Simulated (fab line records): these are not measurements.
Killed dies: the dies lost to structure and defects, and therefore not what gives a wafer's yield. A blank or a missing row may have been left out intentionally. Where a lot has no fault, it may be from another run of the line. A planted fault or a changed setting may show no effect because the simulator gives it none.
Which tool was responsible? + flow sky130 + 13 lots with 38 wafers sampled at 5 steps, on a route of 708 steps

## WHAT THE GAUGES READ, wafer by wafer
SKY_POLY_GATE_OVL_MEAS_14.
| lot  | measured     | on         | POLY_GATE_OVL (nm) |
|------|--------------|------------|--------------------|
| L153 | day 16 10:38 | overlay-02 | -8 -4 -7           |
| L155 | day 18 07:32 | overlay-02 | 0 6 1              |
| L156 | day 18 08:10 | overlay-01 | -4 -4 0            |
| L158 | day 22 02:46 | overlay-01 | -4 -4 -6           |
| L164 | day 22 02:53 | overlay-01 | -6 -1 -2           |
| L161 | day 22 04:04 | overlay-02 | 1 -2 -5            |
| L163 | day 22 04:43 | overlay-02 | -7 1 2             |
| L167 | day 22 08:19 | overlay-01 | 1 -6 -9            |
| L166 | day 22 10:38 | overlay-02 | 4 1 2              |
| L168 | day 22 13:07 | overlay-02 | 4 4 -1             |
| L170 | day 22 15:49 | overlay-01 | -7 -11 0           |
| L172 | day 23 00:26 | overlay-02 | 1 -5               |
| L176 | day 24 10:14 | overlay-01 | 2 2 0              |

SKY_LDD_N_OVL_MEAS_07.
| lot  | measured     | on         | LDD_N_OVL (nm) |
|------|--------------|------------|----------------|
| L153 | day 17 14:01 | overlay-01 | -0.8 -1.2 -2.7 |
| L155 | day 19 15:03 | overlay-02 | -2.2 -1.0 -1.3 |
| L156 | day 19 15:21 | overlay-02 | -1.0 -2.6 -1.4 |
| L158 | day 23 09:39 | overlay-02 | 1.4 0.6 -0.2   |
| L164 | day 23 11:34 | overlay-01 | -1.1 -0.1 -1.1 |
| L161 | day 23 12:02 | overlay-02 | -0.5 0.9 -0.3  |
| L163 | day 23 12:31 | overlay-02 | 1.4 2.4 1.1    |
| L167 | day 23 15:49 | overlay-02 | 1.8 1.2 3.5    |
| L166 | day 23 20:09 | overlay-02 | 0.9 0.6 -0.3   |
| L168 | day 23 21:30 | overlay-01 | -0.5 0.0 0.1   |
| L170 | day 24 00:33 | overlay-02 | 1.3 0.1 -0.7   |
| L172 | day 24 11:01 | overlay-02 | 0.4 -1.1       |
| L176 | day 25 17:49 | overlay-02 | 0.0 0.7 0.5    |

SKY_LDD_HVN_TW_MEAS_10.
| lot  | measured     | on            | LDD_HVN_TW     |
|------|--------------|---------------|----------------|
| L153 | day 20 04:11 | film_metro-03 | 1437 1429 1435 |
| L155 | day 22 04:32 | film_metro-03 | 1437 1442 1439 |
| L156 | day 22 04:59 | film_metro-02 | 1431 1429 1432 |
| L158 | day 25 21:50 | film_metro-02 | 1423 1415 1426 |
| L164 | day 25 23:15 | film_metro-02 | 1422 1422 1424 |
| L161 | day 26 00:20 | film_metro-03 | 1431 1442 1434 |
| L163 | day 26 00:38 | film_metro-02 | 1424 1427 1417 |
| L167 | day 26 07:48 | film_metro-03 | 1433 1446 1439 |
| L166 | day 26 08:26 | film_metro-03 | 1444 1441 1439 |
| L168 | day 26 09:02 | film_metro-04 | 1434 1437 1434 |
| L170 | day 26 12:20 | film_metro-04 | 1431 1465 1437 |
| L172 | day 26 22:59 | film_metro-04 | 1463 1432      |
| L176 | day 28 05:04 | film_metro-02 | 1424 1432 1423 |

## EACH LOT AND THE TOOL THAT RAN IT (in order: tool; ch and the chambers of the sampled wafers; start)
| lot  | SKY_POLY_GATE_ETCH_15              | SKY_LDD_HVN_IMPLANT_08          |
|------|------------------------------------|---------------------------------|
| L153 | rie_diel-02 ch 2,3, day 16 10:40   | implanter-02 ch 0, day 20 03:56 |
| L155 | rie_diel-01 ch 1,2, day 18 07:34   | implanter-02 ch 0, day 22 04:17 |
| L156 | rie_diel-02 ch 0,2,3, day 18 08:12 | implanter-04 ch 0, day 22 04:44 |
| L158 | rie_diel-02 ch 0,1,3, day 22 02:48 | implanter-01 ch 0, day 25 21:35 |
| L164 | rie_diel-01 ch 0,2, day 22 02:55   | implanter-04 ch 0, day 25 23:02 |
| L161 | rie_diel-01 ch 0,1,3, day 22 04:06 | implanter-02 ch 0, day 26 00:05 |
| L163 | rie_diel-02 ch 0,1,2, day 22 04:45 | implanter-04 ch 0, day 26 00:25 |
| L167 | rie_diel-01 ch 1,3, day 22 08:21   | implanter-04 ch 0, day 26 07:35 |
| L166 | rie_diel-01 ch 0,1,3, day 22 10:40 | implanter-01 ch 0, day 26 08:11 |
| L168 | rie_diel-04 ch 1,3, day 22 13:09   | implanter-01 ch 0, day 26 08:47 |
| L170 | rie_diel-02 ch 0,2,3, day 22 15:52 | implanter-04 ch 0, day 26 12:05 |
| L172 | rie_diel-01 ch 0,1, day 23 00:28   | implanter-04 ch 0, day 26 22:46 |
| L176 | rie_diel-02 ch 0,2, day 24 10:16   | implanter-02 ch 0, day 28 04:50 |
- SKY_POLY_GATE_ETCH_15: etches BARC in N2/H2, stops on SiO2, time 118.5 s, target depth 110 nm.
- SKY_LDD_HVN_IMPLANT_08

## AS READ BY THE TOOLS THEMSELVES (means over the sampled wafers that have a number; for cases with no such wafer, the mark the record gives instead)
SKY_POLY_GATE_ETCH_15.
| lot  | tool        | chamber_pressure_mTorr (mTorr) | drypump_motor_current_A (A) | oes_product_au (a.u.) | throttle_valve_pct (%) |
|------|-------------|--------------------------------|-----------------------------|-----------------------|------------------------|
| L153 | rie_diel-02 | 29.988                         | 5.5                         | 0.712                 | 13.211                 |
| L155 | rie_diel-01 | 30.024                         | 6.2                         | 0.718                 | 13.214                 |
| L156 | rie_diel-02 | 30.004                         | 5.8                         | 0.712                 | 13.217                 |
| L158 | rie_diel-02 | 30.007                         | 5.6                         | 0.720                 | 13.207                 |
| L164 | rie_diel-01 | 29.995                         | 5.5                         | 0.715                 | 13.213                 |
| L161 | rie_diel-01 | 30.028                         | 5.9                         | 0.721                 | 13.211                 |
| L163 | rie_diel-02 | 29.993                         | 5.9                         | 0.715                 | 13.209                 |
| L167 | rie_diel-01 | 30.012                         | 6.3                         | 0.716                 | 13.207                 |
| L166 | rie_diel-01 | 30.012                         | 5.9                         | 0.717                 | 13.203                 |
| L168 | rie_diel-04 | 30.026                         | 5.6                         | 0.723                 | 13.227                 |
| L170 | rie_diel-02 | 29.990                         | 5.8                         | 0.717                 | 13.214                 |
| L172 | rie_diel-01 | 29.980                         | 5.8                         | 0.716                 | 13.222                 |
| L176 | rie_diel-02 | 29.971                         | 6.1                         | 0.720                 | 13.216                 |

## THE ANSWER, worked out from the rows above alone
Rule: the lots themselves supply what counts as usual. The widest of any qualifying gaps counts: lots, ordered by their means at a reading, are off when they make up no more than a third of the lots, leave a main group of 4 or more, and stand apart from it by 3 or more times the standard deviation of that group's means. The tables above print the reading to a certain number of digits; a main group whose means all agree to those digits is not used. Also off: a lot with no number at a reading for which 4 or more lots have one. Where the step has rows for the other lots, those lots are counted as sound. First the gauges in route order, then the tools' own readings, where a lot's mean is used as printed above. At the first step where some lot is off, the reading lying furthest off is the one used; lots without a number count as furthest.
No lot is off at any reading shown: from this, nothing can be told.

## WHAT THE SIMULATOR HAD INSERTED
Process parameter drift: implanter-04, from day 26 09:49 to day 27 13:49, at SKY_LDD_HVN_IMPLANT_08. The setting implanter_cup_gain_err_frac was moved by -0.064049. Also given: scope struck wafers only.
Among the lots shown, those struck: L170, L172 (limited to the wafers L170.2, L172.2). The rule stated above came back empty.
